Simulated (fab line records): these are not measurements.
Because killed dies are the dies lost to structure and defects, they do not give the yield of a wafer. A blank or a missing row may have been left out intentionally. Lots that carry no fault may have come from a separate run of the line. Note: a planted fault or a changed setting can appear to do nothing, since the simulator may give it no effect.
One fault seen from 2 desks :: flow sfq-line :: numbers are kept per desk, each desk with only its own; the story behind them comes last

## METROLOGY DESK
What the gauges read for every lot (on any tool): the sampled wafers with a number, averaged. Marked OUT: a lot whose mean sits more than 4 standard deviations from the usual mean, which makes it out of limits; the brackets give that distance.
Columns: A = I3_BOW at SFQ_I3_BOW_MEAS_922, usual 3 um; B = I3_OVL at SFQ_I3_OVL_MEAS_923, usual 0 nm
lot: L281
first seen here: day 40 05:40
A: -1
B: -0

lot: L284
first seen here: day 41 18:53
A: 0
B: 1

lot: L294
first seen here: day 46 15:10
A: -2
B: -7

lot: L296
first seen here: day 47 00:07
A: -1
B: 8

lot: L297
first seen here: day 52 14:20
A: 7
B: 6

lot: L299
first seen here: day 53 04:11
A: -9
B: -1
This desk's finding: nothing out of limits on any of the 6 lots.

## THE TOOL OWNER'S DESK: rie-diel-01
The tool's own readings at SFQ_TRILAYER_I3_VIA_ETCH_VIA_ETCH_088 (etches SiO2 in CHF3, stops on Nb, target depth 260 nm): means of the sampled wafers that have a number, for each lot that ran on this tool. Marked OUT: a lot whose mean sits more than 4 standard deviations from the usual mean, which makes it out of limits; the brackets give that distance.
Columns: A = bias-w at SFQ_TRILAYER_I3_VIA_ETCH_VIA_ETCH_088, usual 80.03 W; B = drypump-motor-current-A at SFQ_TRILAYER_I3_VIA_ETCH_VIA_ETCH_088, usual 5.6 A; C = oes-product-au at SFQ_TRILAYER_I3_VIA_ETCH_VIA_ETCH_088, usual 0.856 a.u.
lot: L281
first seen here: day 45 16:34
A: 79.86
B: 5.7
C: 0.853

lot: L284
first seen here: day 47 10:41
A: 79.83
B: 6.0
C: 0.858

lot: L294
first seen here: day 52 03:43
A: 81.87 (+7.7) OUT
B: 5.8
C: 0.858

lot: L296
first seen here: day 52 07:17
A: 81.96 (+8.1) OUT
B: 5.7
C: 0.856
This desk finds L294, L296 out of limits, L294 being first, at day 52 03:43 (bias-w at SFQ_TRILAYER_I3_VIA_ETCH_VIA_ETCH_088). L281, L284 stayed within limits.

## ALL TOGETHER
On L294, L296, at day 52 03:43, an alarm was possible from the tool owner's desk.
Nothing out of limits was seen by the metrology desk.
The metrology desk holds a record of L294, L296, inside its limits.
Every lot named ran SFQ_TRILAYER_I3_VIA_ETCH_VIA_ETCH_088 on rie-diel-01.

## WHAT WAS PUT IN BY THE SIMULATOR
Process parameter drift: rie-diel-01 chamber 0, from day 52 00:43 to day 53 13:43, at SFQ_TRILAYER_I3_VIA_ETCH_VIA_ETCH_088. A move of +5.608 in setting bias-w, from 80. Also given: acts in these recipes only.
Lots struck among those shown: L294, L296.
Delay in hours, fault start to first out-of-limits reading, by desk: the tool owner's desk at 3.
